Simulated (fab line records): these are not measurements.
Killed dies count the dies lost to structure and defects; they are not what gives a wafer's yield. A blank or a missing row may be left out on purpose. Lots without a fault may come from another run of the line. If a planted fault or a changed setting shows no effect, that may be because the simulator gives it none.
The same fault as seen by 2 desks || flow gf180mcu || every desk sees just its own numbers, and what lay behind them comes last

FROM THE METROLOGY DESK
What the gauges read for every lot (on any tool): the sampled wafers with a number, averaged. The brackets show how far a lot's mean lies from the usual mean; more than 4 standard deviations puts the lot out of limits, marked OUT.
Columns: A = V5_CVD_02_THK at GF_V5_THK_MEAS_03, usual 1448 nm; B = TOP_METAL_ALCU_THK at GF_TOP_METAL_THK_MEAS_06, usual 921 nm; C = cdNm at GF_TOP_METAL_CD_MEAS_14, usual 440.8 nm
{"lot": "L456", "first seen here": "day 26 06:08", "A": 1446, "B": 927, "C": 438.5}
{"lot": "L457", "first seen here": "day 26 15:17", "A": 1464, "B": 919, "C": 434.3}
{"lot": "L458", "first seen here": "day 27 05:44", "A": 1446, "B": 938, "C": 441.6}
{"lot": "L459", "first seen here": "day 27 08:28", "A": 1436, "B": 933, "C": 446.5}
{"lot": "L460", "first seen here": "day 27 22:43", "A": 1450, "B": 949, "C": 440.5}
{"lot": "L461", "first seen here": "day 28 06:59", "A": 1471, "B": 965, "C": 444.4}
{"lot": "L462", "first seen here": "day 28 15:14", "A": 1454, "B": "979 (+4.1) OUT", "C": 440.4}
{"lot": "L464", "first seen here": "day 28 21:28", "A": 1460, "B": 909, "C": 443.3}
{"lot": "L466", "first seen here": "day 29 15:00", "A": 1438, "B": 934, "C": 436.2}
{"lot": "L470", "first seen here": "day 30 16:56", "A": 1435, "B": 905, "C": 438.8}
{"lot": "L471", "first seen here": "day 30 23:03", "A": 1451, "B": 938, "C": 438.8}
{"lot": "L473", "first seen here": "day 31 10:49", "A": 1453, "B": 919, "C": 444.6}
{"lot": "L475", "first seen here": "day 31 22:59", "A": 1450, "B": 925, "C": 439.2}
{"lot": "L477", "first seen here": "day 32 10:55", "A": 1450, "B": 901, "C": 440.8}
{"lot": "L479", "first seen here": "day 32 22:37", "A": 1456, "B": 928, "C": 443.2}
This desk finds L462 out of limits, with the earliest case on L462 at day 29 13:01 (TOP_METAL_ALCU_THK at GF_TOP_METAL_THK_MEAS_06). Within limits: L456, L457, L458, L459, L460, L461, L464, L466, L470, L471, L473, L475, L477, L479.

AT THE TOOL OWNER'S DESK: pvdSputter-01
The tool's own readings at GF_TOP_METAL_SPUTTER_04 (material TiN, target thk 25 nm, time 20.8 s): means of the sampled wafers that have a number, for each lot that ran on this tool. The brackets show how far a lot's mean lies from the usual mean; more than 4 standard deviations puts the lot out of limits, marked OUT.
Columns: A = cathodeDcPowerW at GF_TOP_METAL_SPUTTER_04, usual 6500.0 W; B = chamberPressurePa at GF_TOP_METAL_SPUTTER_04, usual 0.4000 Pa; C = throttleValvePct at GF_TOP_METAL_SPUTTER_04, usual 30.1 %
{"lot": "L459", "first seen here": "day 28 06:24", "A": 6500.2, "B": 0.3998, "C": 31.2}
{"lot": "L464", "first seen here": "day 29 18:33", "A": 6499.5, "B": 0.3995, "C": 30.7}
{"lot": "L470", "first seen here": "day 31 12:36", "A": 6499.3, "B": 0.4006, "C": 30.4}
{"lot": "L475", "first seen here": "day 32 18:24", "A": 6499.7, "B": 0.4005, "C": 29.6}
{"lot": "L477", "first seen here": "day 33 08:26", "A": 6500.8, "B": 0.4004, "C": 30.3}
This desk's finding: nothing out of limits on any of the 5 lots.

TAKEN TOGETHER
At day 29 13:01 the metrology desk could have sounded an alarm, on L462.
The tool owner's desk saw nothing out of limits.
The tool owner's desk has no number on record for L462.
All the named lots went through GF_TOP_METAL_SPUTTER_04 on pvdSputter-01.

WHAT THE SIMULATOR HAD PUT IN
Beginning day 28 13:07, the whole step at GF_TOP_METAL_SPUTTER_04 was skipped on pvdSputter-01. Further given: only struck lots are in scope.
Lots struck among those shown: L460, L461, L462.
Delay in hours, fault start to first out-of-limits reading, per desk: metrology desk 24.
